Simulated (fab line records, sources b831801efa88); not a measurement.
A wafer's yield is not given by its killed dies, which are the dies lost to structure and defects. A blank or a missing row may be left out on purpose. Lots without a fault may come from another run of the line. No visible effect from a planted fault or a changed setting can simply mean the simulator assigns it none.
Code-filled problem report in 8D (eight disciplines) form	flow sfq-line	the parts of the form that need people (team, actions taken, sign-off) are left out

1. PROBLEM STATEMENT
Mean of rf-fwd-power-W at SFQ_TRILAYER_I6_VIA_BARC_OPEN_VIA_ETCH_235: 574.4 W across 6 wafers in 2 lots; on wafers with no fault it is 494.9 W (standard deviation 2.2). Measured from the usual mean, that is +36 standard deviations.
The step: etches BARC in O2, target depth 125 nm, time 41.7 s.
The first sign was on wafer L539.2 at day 81 03:48, on rie-diel-03. At this step, 18 wafers from 6 lots have a number in the record. Rule for "out", or "out of limits": more than 4 standard deviations from the usual mean. Any other wafer with a number is counted as sound.

2. WHAT THIS IS AND IS NOT
question	is	is not
which readings at this step	rf-fwd-power-W	oes-product-au
which lots	L539, L540	L536, L547, L548, L549
which wafers of those lots	all that have a number	-
read on which tools	rie-diel-03	rie-diel-02
when	from day 81 03:48	up to then (3 sound wafers); but 9 sound wafers of L547, L548, L549 came after

3. SUSPECTS, AND WHAT RULES EACH OUT
Counting: a tool at a process step up to the reading stays a suspect if it ran every lot that is out and no sound lot after the first of them.
- cmp-01 at SFQ_TRILAYER_I6_CMP_CMP_166 (polishes SiO2): kept. It ran every lot that is out, first L539 (day 77 03:01), and no sound lot after that.
- rie-diel-03 at SFQ_TRILAYER_I6_VIA_BARC_OPEN_VIA_ETCH_235 (etches BARC in O2, target depth 125 nm, time 41.7 s): ruled out as a lasting fault. Following L539 (day 81 03:48), the first lot on it that is out, the sound lots L547 were run on it.
After counting, what remains is cmp-01 at SFQ_TRILAYER_I6_CMP_CMP_166.

4. THE CAUSE (what the simulator had put in)
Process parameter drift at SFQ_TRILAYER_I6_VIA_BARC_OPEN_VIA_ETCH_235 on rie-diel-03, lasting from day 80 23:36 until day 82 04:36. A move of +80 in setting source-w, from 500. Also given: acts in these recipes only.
Counting ruled it out, wrongly.

5. THE CHAIN OF EFFECTS, in route order
Rows list readings where the struck wafers' mean (over those with a number) sits beyond 3 standard deviations from the usual. Only readings whose record carries a usual standard deviation are examined. hours: median over the lots of the time between each lot's start at the first step of this table that gives one and its start at this step. sigmas: the change, counted in usual standard deviations.
hours	step	reading	usual	on struck wafers	change	sigmas
0	SFQ_TRILAYER_I6_VIA_BARC_OPEN_VIA_ETCH_235	rf-fwd-power-W	494.9 W	574.4	+79.5	+36
Here are the process steps it includes:
- SFQ_TRILAYER_I6_VIA_BARC_OPEN_VIA_ETCH_235: etches BARC in O2, target depth 125 nm, time 41.7 s.

6. WHAT WOULD HAVE CAUGHT IT SOONER
In this record the first reading out of limits was taken at day 81 03:48, 4 hours after the fault began at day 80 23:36.
